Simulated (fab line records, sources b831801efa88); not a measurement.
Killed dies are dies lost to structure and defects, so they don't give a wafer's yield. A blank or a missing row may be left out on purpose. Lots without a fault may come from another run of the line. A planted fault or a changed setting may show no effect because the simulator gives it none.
fab line records | flow sky130
record lots=5 wafers=15 last_day=50
route steps=708 shown RES_PROTECT@206 POLY_GATE@213 LDD_N@237 LDD_LDN@303 POLY_CUT@318 PAD_OPEN@708
lots that met no fault: from a run of the same line without faults
start_h: hours from the record's first day to the start of the lot's first wafer shown | wait_h: hours since the lot's step before | " the same as in the row above | L1.1+2: a row that stands for several wafers | - no value, or no start given | * or withheld: withheld | < > ~ a bound
route shown NAME@n: a module of which the file shows steps, and the number in the route of the first | usual: mean/standard deviation of fault-free wafers | same: alike in all rows | chamber/n: place in a boat | sites: the reading at each site | _std_site: their standard deviation | _edge_site: outer sites' mean less inner sites' | radius_mm: how far each site lies from the wafer's centre | mask NAME#n: copy n | behind: the tool/chamber that last shaped the wafer | hold: why the lot was held/for how many hours/how that ended | device: the transistor (n, p or np) that didn't switch | end of line: the same wafers' tests at the end of the route | a step without rows: its recipe alone | killed: dies lost to structure and defects at the first sort, not the wafer's yield | map: a wafer's dies, x killed, . not, _ none there
set.NAME: the setting as run; set.NAME@STEP: as run at that earlier step | model.NAME: the simulator's own value behind a step, which no gauge read
lots at some steps of the route; a table a step, a row a wafer
services: from which hour (start_h, from the record's first day; less than 0 if before it) a tool's chamber was out of use, for how many hours, and why
## steps
# step SKY_RES_PROTECT_DEHYDRATE_00
# recipe temp_c=200 time_s=60
# step SKY_RES_PROTECT_HMDS_01
# recipe prime_time_s=60 prime_temp_c=120
# step SKY_RES_PROTECT_COAT_02
# recipe resist=NOVOLAK spin_rpm=3000 resist_thk_nm=1140
# step SKY_RES_PROTECT_SOFTBAKE_03
# recipe temp_c=90 time_s=60 resist=NOVOLAK
# step SKY_RES_PROTECT_EXPOSE_04
# recipe mask_id=RPM na=0.6 source_shape=conventional sigma_outer=0.6 polarization=unpolarized target_cd_nm=1270 dose_mj=131
# step SKY_RES_PROTECT_PEB_05
# recipe temp_c=withheld time_s=* resist=NOVOLAK
# step SKY_RES_PROTECT_DEVELOP_06
# recipe resist=NOVOLAK developer=TMAH develop_time_s=60 dev_temp_c=23
# step SKY_POLY_GATE_IMPLANT_02
# recipe species=P energy_kev=30 dose_cm2=7.7e+15 tilt_deg=0
# step SKY_RES_PROTECT_STRIP_07
# recipe chemistry=O2/N2 power_w=1400 pressure_mtorr=1500 platen_temp_c=withheld o2_flow_sccm=3000 n2_flow_sccm=300 overash_fraction=0.5
# step SKY_RES_PROTECT_CLEAN_09
# recipe chemistry=SC1/SC2 mix=1:4:20 temp_c=70 time_s=150 dry=n2_spin
# step SKY_POLY_GATE_CVD_03
# recipe material=Si3N4 precursor=DCS/NH3 target_thk_nm=75 temp_c=770 time_s=1290 pressure_mtorr=250
# usual spike_tc_bottom_C=788.6/1.1 spike_tc_top_C=786/3.1
# columns lot.wafer tool chamber start_h wait_h spike_tc_bottom_C spike_tc_top_C model.Si3N4_of_POLY_GATE_CVD_03.thk_nm
L783.3 lpcvd-02 1 343.58 0.8 790.2 784 76.09
L783.4 " 1 " " 787.6 781 75.95
L783.5 " 1 " " 789.0 783 75.78
L790.1 lpcvd-02 1 417.55 0.0 789.3 783 49.13
L790.3 " 1 " " 787.8 783 48.65
L790.5 " 1 " " 790.6 783 49.44
L791.3 lpcvd-02 1 431.95 0.7 789.4 784 48.59
L791.4 " 1 " " 788.4 782 48.09
L791.6 " 1 " " 788.1 783 48.23
L792.1 lpcvd-02 0 436.21 0.0 788.7 787 48.81
L792.2 " 0 " " 787.0 790 47.88
L792.5 " 0 " " 789.5 790 48.07
L805.4 lpcvd-02 0 542.46 0.0 786.4 788 76.33
L805.5 " 0 " " 788.6 791 76.84
L805.6 " 0 " " 787.9 790 76.67
# step SKY_POLY_GATE_THK_MEAS_04
# recipe reads=Si3N4_of_POLY_GATE_CVD_03
# usual POLY_GATE_CVD_03_THK=75.5/0.71
# columns lot.wafer tool chamber start_h wait_h POLY_GATE_CVD_03_THK[nm]
L783.3 film_metro-01 - 344.96 0.0 76.1
L783.4 " - " " 76.0
L783.5 " - " " 75.8
L790.1 film_metro-02 - 418.91 0.0 49.1
L790.3 " - " " 48.6
L790.5 " - " " 49.4
L791.3 film_metro-02 - 433.32 0.0 48.6
L791.4 " - " " 48.1
L791.6 " - " " 48.2
L792.1 film_metro-02 - 438.24 0.0 48.8
L792.2 " - " " 47.9
L792.5 " - " " 48.0
L805.4 film_metro-02 - 543.84 0.0 76.3
L805.5 " - " " 76.9
L805.6 " - " " 76.7
# step SKY_POLY_GATE_DEHYDRATE_05
# recipe temp_c=200 time_s=60
# step SKY_POLY_GATE_HMDS_06
# recipe prime_time_s=60 prime_temp_c=120
# step SKY_POLY_GATE_COAT_07
# recipe resist=BARC temp_c=withheld time_s=withheld spin_rpm=3000 resist_thk_nm=110
# step SKY_POLY_GATE_COAT_08
# recipe resist=KrF-thick spin_rpm=3000 resist_thk_nm=450
# step SKY_POLY_GATE_SOFTBAKE_09
# recipe temp_c=100 time_s=90 resist=KrF-thick
# step SKY_POLY_GATE_EXPOSE_10
# recipe mask_id=P1M na=0.68 source_shape=conventional sigma_outer=0.6 target_cd_nm=150 dose_mj=28
# step SKY_POLY_GATE_PEB_11
# recipe peb_temp_c=withheld peb_time_s=withheld resist=KrF-thick
# step SKY_POLY_GATE_DEVELOP_12
# recipe develop_time_s=60 resist=KrF-thick dev_temp_c=21
# step SKY_POLY_GATE_ETCH_15
# recipe chemistry=N2/H2 target=BARC ion_energy_ev=200 source_w=500 bias_w=100 pressure_mtorr=30 n2_flow_sccm=100 h2_flow_sccm=200 stop_on=SiO2 time_s=118.5 target_depth_a=1100
# step SKY_POLY_GATE_ETCH_16
# recipe stop_on=poly-Si chemistry=CH3F/O2 target=Si3N4 source_w=400 bias_w=80 pressure_mtorr=25 ch3f_flow_sccm=40 O2_flow_sccm=30 time_s=147.5 target_depth_a=750
# usual drypump_motor_current_A=5.7/0.44 oes_product_au=0.642/0.0049 throttle_valve_pct=10.535/0.0086
# columns lot.wafer tool chamber start_h wait_h drypump_motor_current_A oes_product_au rf_hours_counter_h throttle_valve_pct model.etch.depth_nm
L783.3 rie_diel-02 2 374.43 0.0 5.8 0.642 8 10.529 76.09
L783.4 " 3 " " 6.4 0.647 2 10.534 75.95
L783.5 " 0 " " 6.2 0.645 - 10.528 75.78
L790.1 rie_diel-01 1 449.67 0.0 5.0 0.539 7 10.518 49.13
L790.3 " 3 " " 6.1 0.549 23 10.530 48.65
L790.5 " 2 " " 5.5 0.543 - 10.522 49.44
L791.3 rie_diel-02 1 464.33 0.0 5.2 0.550 13 10.529 48.59
L791.4 " 2 " " 5.8 0.550 10 10.531 48.09
L791.6 " 1 " " 5.2 0.547 - 10.522 48.23
L792.1 rie_diel-01 3 469.07 0.0 6.1 0.546 23 10.520 48.81
L792.2 " 2 " " 5.5 0.541 9 10.515 47.88
L792.5 " 0 " " 5.6 0.542 - 10.529 48.07
L805.4 rie_diel-03 0 574.28 0.0 5.4 0.645 5 10.522 76.33
L805.5 " 1 " " 5.3 0.646 - 10.546 76.84
L805.6 " 2 " " 5.7 0.651 - 10.540 76.67
# step SKY_POLY_GATE_ETCH_17
# recipe target_depth_nm=180 stop_on=SiO2 over_etch_frac=0.56667 chemistry=HBr/Cl2 target=poly-Si icp_w=400 bias_w=100 pressure_mtorr=10 HBr_flow_sccm=150 Cl2_flow_sccm=50 time_s=70.5
# step SKY_POLY_GATE_STRIP_18
# recipe chemistry=O2/N2 power_w=1400 pressure_mtorr=1500 platen_temp_c=withheld o2_flow_sccm=3000 n2_flow_sccm=300 overash_fraction=0.5
# step SKY_POLY_GATE_CLEAN_19
# recipe chemistry=SC1/SC2 mix=1:4:20 temp_c=70 time_s=150 dry=n2_spin
# step SKY_POLY_GATE_OXIDATION_20
# recipe temp_c=850 ambient=O2 stabilise_s=600 purge_s=300 target_thk_a=40 ox_time_s=899
# step SKY_LDD_N_DEHYDRATE_00
# recipe temp_c=200 time_s=60
# step SKY_LDD_N_HMDS_01
# recipe prime_time_s=60 prime_temp_c=120
# step SKY_LDD_N_COAT_02
# recipe resist=NOVOLAK spin_rpm=3000 resist_thk_nm=300
# step SKY_LDD_N_SOFTBAKE_03
# recipe temp_c=90 time_s=60 resist=NOVOLAK
# step SKY_LDD_N_EXPOSE_04
# recipe mask_id=NTM target_cd_nm=840 na=0.6 source_shape=conventional sigma_outer=0.6 dose_mj=110
# step SKY_LDD_N_PEB_05
# recipe temp_c=withheld time_s=* resist=NOVOLAK
# step SKY_LDD_N_DEVELOP_06
# recipe develop_time_s=60 dev_temp_c=23
# step SKY_LDD_N_IMPLANT_08
# recipe species=As energy_kev=20 dose_cm2=7.5e+13 tilt_deg=withheld rotation_deg=23
# step SKY_LDD_N_IMPLANT_09
# recipe species=As energy_kev=20 dose_cm2=7.5e+13 tilt_deg=withheld rotation_deg=113
# step SKY_LDD_LDN_CLEAN_14
# recipe chemistry=SC1/SC2 mix=1:4:20 temp_c=70 time_s=150 dry=n2_spin
# columns lot.wafer tool chamber start_h wait_h model.Si3N4_of_POLY_GATE_CVD_03.thk_nm
L783.3 wet_bench-03 2 531.98 0.0 75.95
L783.4 " 2 " " 75.81
L783.5 " 2 " " 75.64
L790.1 wet_bench-04 3 604.93 0.1 49
L790.3 " 3 " " 48.52
L790.5 " 3 " " 49.3
L791.3 wet_bench-02 3 616.53 0.0 48.45
L791.4 " 3 " " 47.95
L791.6 " 3 " " 48.09
L792.1 wet_bench-03 0 621.53 0.1 48.67
L792.2 " 0 " " 47.74
L792.5 " 0 " " 47.94
L805.4 wet_bench-03 1 721.73 0.0 76.19
L805.5 " 1 " " 76.7
L805.6 " 1 " " 76.53
# step SKY_POLY_CUT_ETCH_11
# recipe target=Si3N4 chemistry=CF4/CH2F2/Ar stop_on=poly-Si source_w=600 bias_w=150 pressure_mtorr=40 cf4_flow_sccm=40 ch2f2_flow_sccm=20 Ar_flow_sccm=150 time_s=42.5 target_depth_a=600
# usual drypump_motor_current_A=5.7/0.43 oes_product_au=0.831/0.0069 throttle_valve_pct=14.994/0.0092
# columns lot.wafer tool chamber start_h wait_h drypump_motor_current_A oes_product_au rf_hours_counter_h throttle_valve_pct model.POLY_CUT.feature_depth_nm model.etch.depth_nm
L783.3 rie_diel-02 1 563.74 0.0 5.3 0.832 15 14.988 62.92 62.92
L783.4 " 3 " " 6.4 0.832 5 15.007 62.72 62.72
L783.5 " 2 " " 5.8 0.832 - 15.000 62.56 62.56
L790.1 rie_diel-02 1 635.29 0.0 5.3 0.678 16 14.986 40.48 40.48
L790.3 " 2 " " 5.8 0.666 13 14.989 40.14 40.14
L790.5 " 1 " " 5.2 0.678 - 14.962 40.69 40.69
L791.3 rie_diel-02 1 646.84 0.0 5.3 0.672 16 14.993 39.97 39.97
L791.4 " 3 " " 6.4 0.666 7 14.988 39.53 39.53
L791.6 " 1 " " 5.3 0.668 - 14.961 40.17 40.17
L792.1 rie_diel-01 2 653.24 0.0 5.5 0.674 13 14.996 40.22 40.22
L792.2 " 1 " " 5.0 0.669 12 14.983 39.5 39.5
L792.5 " 1 " " 5.0 0.669 - 14.988 39.62 39.62
L805.4 rie_diel-02 0 750.44 0.0 6.2 0.838 9 15.000 63.6 63.6
L805.5 " 2 " " 5.8 0.839 - 14.992 63.22 63.22
L805.6 " 1 " " 5.3 0.837 - 14.989 63.27 63.27
# step SKY_PAD_OPEN_PROBE_99
# usual killed_at_M0_to_M3=43/7.8 killed_at_M4_up=3.2/1.9 killed_at_contacts=24/5 killed_at_front_end=14/4.5 killed_at_other=0.2/0.41 killed_dies=84/9.6 killed_open=47/6.9 killed_short=38/6
# same gross_dies=492 killed_at_back_side=0
# columns lot.wafer tool chamber start_h wait_h killed_at_M0_to_M3 killed_at_M4_up killed_at_contacts killed_at_front_end killed_at_other killed_dies killed_open killed_short model.etest.cap_li_to_poly.c_af_um2
L783.3 prober-02 - 1076.31 0.2 48 5 19 10 0 82 47 35 101.1
L783.4 prober-02 - 1076.36 0.2 57 3 26 11 0 97 50 47 98.39
L783.5 prober-02 - 1076.41 0.2 56 2 26 12 0 96 63 33 100.6
L790.1 prober-01 - 1124.15 0.1 50 3 24 14 1 92 57 35 99.13
L790.3 prober-01 - 1124.25 0.2 57 1 16 10 0 84 50 34 95.07
L790.5 prober-01 - 1124.35 0.2 49 3 22 11 0 85 51 34 94.99
L791.3 prober-02 - 1132.20 0.2 48 2 31 28 0 109 67 42 95.52
L791.4 prober-02 - 1132.25 0.2 47 2 25 21 0 95 57 38 94.5
L791.6 prober-02 - 1132.35 0.2 61 3 25 15 0 104 59 45 96.36
L792.1 prober-01 - 1139.46 0.1 36 7 23 16 0 82 42 40 96.42
L792.2 prober-01 - 1139.51 0.1 47 2 16 16 1 82 41 41 93.55
L792.5 prober-01 - 1139.66 0.2 44 2 20 16 0 82 46 36 97.13
L805.4 prober-01 - 1196.51 0.2 52 6 27 11 0 96 53 43 98.05
L805.5 prober-01 - 1196.56 0.2 40 1 31 7 1 80 46 34 96.09
L805.6 prober-01 - 1196.61 0.2 42 5 29 6 0 82 45 37 95.4
# killed by level:class
L783.3 VIA1:geometric_particle:open=15 CONTACT:geometric_particle:open=8 METAL2:geometric_particle:short=7 VIA1:geometric_particle:short=6 VIA2:geometric_particle:open=6 CONTACT:geometric_particle:short=5 METAL1:geometric_particle:short=4 POLY_GATE:geometric_particle:short=3
L783.4 VIA1:geometric_particle:open=14 CONTACT:geometric_particle:open=10 VIA2:geometric_particle:open=9 LI_CONTACT:geometric_particle:open=7 VIA1:geometric_particle:short=7 METAL1:geometric_particle:short=7 LOCAL_INTERCONNECT:geometric_particle:short=6 FIELD_ISO:geometric_particle:short=5
L783.5 VIA1:geometric_particle:open=16 VIA2:geometric_particle:open=13 CONTACT:geometric_particle:open=11 LI_CONTACT:geometric_particle:open=9 VIA3:geometric_particle:open=6 METAL1:geometric_particle:short=5 VIA1:geometric_particle:short=5 POLY_GATE:geometric_particle:short=4
L790.1 VIA1:geometric_particle:open=11 CONTACT:geometric_particle:open=11 VIA3:geometric_particle:open=9 VIA2:geometric_particle:open=8 LI_CONTACT:geometric_particle:open=6 CONTACT:geometric_particle:short=6 POLY_GATE:geometric_particle:short=4 VIA2:geometric_particle:short=4
L790.3 VIA3:geometric_particle:open=12 VIA1:geometric_particle:open=12 VIA1:geometric_particle:short=7 VIA2:geometric_particle:open=6 METAL1:geometric_particle:short=5 LI_CONTACT:geometric_particle:open=5 FIELD_ISO:geometric_particle:open=3 POLY_GATE:geometric_particle:open=3
L790.5 VIA1:geometric_particle:open=14 VIA1:geometric_particle:short=11 CONTACT:geometric_particle:open=9 VIA2:geometric_particle:open=7 VIA3:geometric_particle:open=7 LI_CONTACT:geometric_particle:open=5 LOCAL_INTERCONNECT:geometric_particle:short=4 POLY_GATE:geometric_particle:short=4
L791.3 CONTACT:geometric_particle:open=14 FIELD_ISO:geometric_particle:open=10 POLY_GATE:geometric_particle:short=9 VIA2:geometric_particle:open=9 VIA3:geometric_particle:open=9 VIA1:geometric_particle:open=7 FIELD_ISO:geometric_particle:short=6 LI_CONTACT:geometric_particle:open=6
L791.4 VIA1:geometric_particle:open=11 CONTACT:geometric_particle:open=10 FIELD_ISO:geometric_particle:open=9 VIA2:geometric_particle:open=9 VIA3:geometric_particle:open=7 CONTACT:geometric_particle:short=6 VIA1:geometric_particle:short=6 LI_CONTACT:geometric_particle:open=5
L791.6 VIA1:geometric_particle:open=14 VIA2:geometric_particle:open=9 VIA3:geometric_particle:open=8 VIA1:geometric_particle:short=8 LI_CONTACT:geometric_particle:open=7 CONTACT:geometric_particle:open=6 POLY_GATE:geometric_particle:open=6 POLY_GATE:geometric_particle:short=5
L792.1 VIA1:geometric_particle:open=12 LI_CONTACT:geometric_particle:open=7 CONTACT:geometric_particle:open=6 FIELD_ISO:geometric_particle:short=5 LI_CONTACT:geometric_particle:short=5 METAL4:geometric_particle:short=5 FIELD_ISO:geometric_particle:open=4 CONTACT:geometric_particle:short=4
L792.2 VIA1:geometric_particle:open=16 METAL1:geometric_particle:short=8 METAL2:geometric_particle:short=8 FIELD_ISO:geometric_particle:short=6 LI_CONTACT:geometric_particle:open=5 CONTACT:geometric_particle:short=5 POLY_GATE:geometric_particle:short=4 METAL2:geometric_particle:open=4
L792.5 VIA1:geometric_particle:open=13 METAL2:geometric_particle:short=9 VIA2:geometric_particle:open=7 LI_CONTACT:geometric_particle:open=6 CONTACT:geometric_particle:open=6 FIELD_ISO:geometric_particle:short=5 FIELD_ISO:geometric_particle:open=5 CONTACT:geometric_particle:short=5
L805.4 VIA1:geometric_particle:open=13 CONTACT:geometric_particle:open=11 METAL2:geometric_particle:short=8 VIA2:geometric_particle:open=7 LI_CONTACT:geometric_particle:open=7 METAL1:geometric_particle:short=6 VIA1:geometric_particle:short=5 METAL3:geometric_particle:short=5
L805.5 CONTACT:geometric_particle:short=11 VIA1:geometric_particle:open=9 LI_CONTACT:geometric_particle:open=8 CONTACT:geometric_particle:open=7 VIA3:geometric_particle:open=5 VIA2:geometric_particle:open=5 METAL3:geometric_particle:short=3 LOCAL_INTERCONNECT:geometric_particle:short=3
L805.6 VIA1:geometric_particle:open=8 LI_CONTACT:geometric_particle:open=8 VIA3:geometric_particle:open=8 METAL3:geometric_particle:short=7 CONTACT:geometric_particle:open=6 CONTACT:geometric_particle:short=5 LOCAL_INTERCONNECT:geometric_particle:short=5 METAL1:geometric_particle:short=5
## services
# columns tool chamber start_h hours kind
rie_diel-02 0 324.83 3.8 repair
rie_diel-03 0 345.69 2.2 repair
lpcvd-02 - 349.08 6.0 pm
rie_diel-01 2 358.37 5.8 repair
wet_bench-04 - 374.08 3.6 repair
rie_diel-03 3 381.13 1.5 repair
rie_diel-02 3 396.06 10.1 repair
lpcvd-02 - 447.42 14.6 pm
rie_diel-03 - 452.56 10.0 pm
rie_diel-02 - 473.84 1.8 repair
rie_diel-03 1 496.21 10.2 repair
rie_diel-01 - 496.45 14.6 pm
rie_diel-01 0 525.63 15.6 repair
rie_diel-02 0 557.63 2.8 repair
rie_diel-02 1 586.15 8.7 repair
wet_bench-02 - 618.81 4.1 repair
rie_diel-02 - 620.03 1.2 repair
rie_diel-01 - 659.44 2.8 pm
rie_diel-03 1 660.98 5.6 repair
rie_diel-03 1 708.98 3.2 repair
rie_diel-01 0 713.89 8.3 repair
rie_diel-03 - 718.48 0.3 repair
rie_diel-02 - 725.96 0.5 repair
rie_diel-03 - 733.45 0.9 repair
## key
first_sign step=SKY_POLY_GATE_THK_MEAS_04 reading=POLY_GATE_CVD_03_THK direction=down sigmas=38 usual=75.5 struck=48.5
effect step=SKY_POLY_GATE_ETCH_16 reading=oes_product_au direction=down sigmas=20 usual=0.642 struck=0.545
effect step=SKY_POLY_CUT_ETCH_11 reading=oes_product_au direction=down sigmas=23 usual=0.831 struck=0.671
model_effect step=SKY_POLY_GATE_CVD_03 value=Si3N4_of_POLY_GATE_CVD_03.thk_nm without=74.88 struck=48.54
model_effect step=SKY_POLY_GATE_ETCH_16 value=etch.depth_nm without=74.88 struck=48.54
model_effect step=SKY_LDD_LDN_CLEAN_14 value=Si3N4_of_POLY_GATE_CVD_03.thk_nm without=74.75 struck=48.41
model_effect step=SKY_POLY_CUT_ETCH_11 value=POLY_CUT.feature_depth_nm without=61.82 struck=40.04
model_effect step=SKY_PAD_OPEN_PROBE_99 value=etest.cap_li_to_poly.c_af_um2 without=99.3 struck=95.85
met_at SKY_POLY_GATE_CVD_03
struck_wafers L790.1,L790.3,L790.5,L791.3,L791.4,L791.6,L792.1,L792.2,L792.5
tester_left_out L790,L791,L792
onset_between 343.58 417.55
fault kind=process_parameter_drift tool=lpcvd-02 chamber=- onset_h=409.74 steps=SKY_POLY_GATE_CVD_03 channel=target_thk_nm offset=-26.339 shape=step end_h=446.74 acts_in=these_recipes_only stated=75
# tester_left_out: of these lots the tester's yield and bins aren't shown, on N5 and GAA mostly nor the transistor test; their killed dies are dies lost to structure and defects alone, not to doping, threshold or leakage, so they don't give the yield
